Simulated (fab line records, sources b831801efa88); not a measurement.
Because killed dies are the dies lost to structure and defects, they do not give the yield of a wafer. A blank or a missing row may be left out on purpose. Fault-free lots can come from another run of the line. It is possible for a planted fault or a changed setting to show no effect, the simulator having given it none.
2 desks looking at one fault	flow gf180mcu	numbers are kept per desk, each desk with only its own; the story behind them comes last

FOR THE TOOL OWNER'S DESK: pvdSputter-03
The tool's own readings at GF_M2_SPUTTER_02 (material AlCu, target thk 450 nm, time 23.9 s): means of the sampled wafers that have a number, for each lot that ran on this tool. If a lot's mean is further than 4 standard deviations from the usual mean, the lot is out of limits and carries the mark OUT (the distance appears in the brackets).
Columns: A = throttleValvePct at GF_M2_SPUTTER_02, usual 30.3 %
lot	first seen here	A
L575	day 19 00:09	30.3
L576	day 19 07:26	30.4
L578	day 20 07:11	30.3
L580	day 21 00:59	30.8
L586	day 23 03:46	30.3
L588	day 23 20:32	30.0
L591	day 24 19:18	31.1
This desk's finding: nothing out of limits on any of the 7 lots.

AT THE METROLOGY DESK
Lot by lot, what the gauges showed, no matter which tool ran the lot: averages of those sampled wafers that carry a number. If a lot's mean is further than 4 standard deviations from the usual mean, the lot is out of limits and carries the mark OUT (the distance appears in the brackets).
Columns: A = V1_CVD_00_THK at GF_V1_THK_MEAS_01, usual 601 nm; B = M2_ALCU_RS at GF_M2_RS_MEAS_05, usual 0.0693 ohm/sq; C = M2_ALCU_THK at GF_M2_THK_MEAS_06, usual 441 nm
lot	first seen here	A	B	C
L574	day 17 12:16	604	0.0688	442
L575	day 17 21:26	604	0.0707	434
L576	day 18 05:35	603	0.0691	442
L578	day 19 05:29	598	0.1078 (+52) OUT	286 (-32) OUT
L580	day 19 23:02	598	0.1048 (+48) OUT	291 (-31) OUT
L586	day 22 03:01	601	0.0688	442
L588	day 22 19:43	603	0.0691	445
L590	day 23 07:55	603	0.0708	433
L591	day 23 18:04	598	0.0692	441
L592	day 24 00:43	595	0.0690	441
L594	day 24 18:55	598	0.0692	441
This desk reports L578, L580 out of limits; the earliest was L578 at day 20 07:19 (M2_ALCU_RS at GF_M2_RS_MEAS_05). L574, L575, L576, L586, L588, L590, L591, L592, L594: within limits.

ALL TOGETHER
An alarm was possible from the metrology desk at day 20 07:19, on L578, L580.
Nothing out of limits was seen by the tool owner's desk.
The tool owner's desk has L578, L580 on record, within its limits.
Of the lots named, all ran GF_M2_SPUTTER_02 on pvdSputter-03.

WHAT THE SIMULATOR HAD INSERTED
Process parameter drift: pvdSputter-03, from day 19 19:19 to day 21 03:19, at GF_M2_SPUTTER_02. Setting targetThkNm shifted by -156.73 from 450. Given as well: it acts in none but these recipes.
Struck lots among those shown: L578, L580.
Per desk, hours elapsed from the start of the fault to the first reading out of limits: for the metrology desk, 12.
